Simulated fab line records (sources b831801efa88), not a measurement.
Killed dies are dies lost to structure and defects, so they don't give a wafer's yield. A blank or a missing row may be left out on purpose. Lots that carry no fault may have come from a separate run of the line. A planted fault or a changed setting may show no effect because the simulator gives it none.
One fault through the eyes of 2 desks / flow sky130 / only its own numbers are on each desk; what lay behind them is given at the end

## FOR THE TOOL OWNER'S DESK: cmp-01
The tool's own readings at SKY_VIA3_CMP_24 (polishes, stops on SiO2, t overpolish 20 s, target thk 0 nm): means of the sampled wafers that have a number, for each lot that ran on this tool. A lot is out of limits, marked OUT, if its mean lies more than 4 standard deviations from the usual mean; the brackets give that distance.
Columns: A = motor_current_A at SKY_VIA3_CMP_24, usual 11.0 A; B = overpolish_run_s at SKY_VIA3_CMP_24, usual 20.000 s; C = time_to_endpoint_s at SKY_VIA3_CMP_24, usual 93 s
lot=L702; first seen here=day 41 06:03; A=11.8; B=19.990; C=93
lot=L704; first seen here=day 41 14:04; A=11.3; B=20.002; C=88
lot=L706; first seen here=day 42 02:03; A=11.9; B=20.005; C=89
lot=L707; first seen here=day 42 13:22; A=12.2; B=20.003; C=91
lot=L708; first seen here=day 42 14:37; A=11.3; B=20.001; C=91
lot=L709; first seen here=day 42 22:53; A=11.3; B=20.006; C=91
lot=L711; first seen here=day 43 11:08; A=12.0; B=19.998; C=92
lot=L713; first seen here=day 43 21:49; A=11.2; B=13.344 (-99 or more) OUT; C=115 (+6.2) OUT
lot=L719; first seen here=day 45 09:37; A=12.1; B=13.352 (-99 or more) OUT; C=111 (+5.0) OUT
This desk's finding: out of limits on L713, L719; first on L713, day 43 21:49 (overpolish_run_s at SKY_VIA3_CMP_24). L702, L704, L706, L707, L708, L709, L711 stayed within limits.

## THE METROLOGY DESK
Means of the sampled wafers that have a number, per lot and without regard to the tool the lot ran on: this is what the gauges read. A lot is out of limits, marked OUT, if its mean lies more than 4 standard deviations from the usual mean; the brackets give that distance.
Columns: A = VIA3_OVL at SKY_VIA3_OVL_MEAS_13, usual 0 nm
lot=L701; first seen here=day 40 15:17; A=-6
lot=L702; first seen here=day 41 04:50; A=-2
lot=L704; first seen here=day 41 12:56; A=-5
lot=L706; first seen here=day 42 00:57; A=-1
lot=L707; first seen here=day 42 12:16; A=-2
lot=L708; first seen here=day 42 13:24; A=-4
lot=L709; first seen here=day 42 21:35; A=11
lot=L710; first seen here=day 43 02:25; A=-2
lot=L711; first seen here=day 43 10:00; A=-0
lot=L713; first seen here=day 43 20:41; A=-4
lot=L717; first seen here=day 44 16:59; A=-1
lot=L718; first seen here=day 45 00:47; A=2
lot=L719; first seen here=day 45 08:26; A=1
lot=L721; first seen here=day 45 21:18; A=3
Result from this desk: across the 14 lots, nothing is out of limits.

## PUT TOGETHER
At day 43 21:49, on L713, L719, the tool owner's desk was in a position to raise an alarm.
From the metrology desk's view, nothing was out of limits.
The metrology desk has L713, L719 on record, within its limits.
Every lot named ran SKY_VIA3_CMP_24 on cmp-01.

## WHAT THE SIMULATOR HAD INSERTED
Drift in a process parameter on cmp-01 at SKY_VIA3_CMP_24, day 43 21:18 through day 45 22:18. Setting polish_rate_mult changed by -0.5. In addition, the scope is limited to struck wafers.
Struck lots among those shown: L713, L719.
Delay in hours, fault start to first out-of-limits reading, by desk: the tool owner's desk at 1.
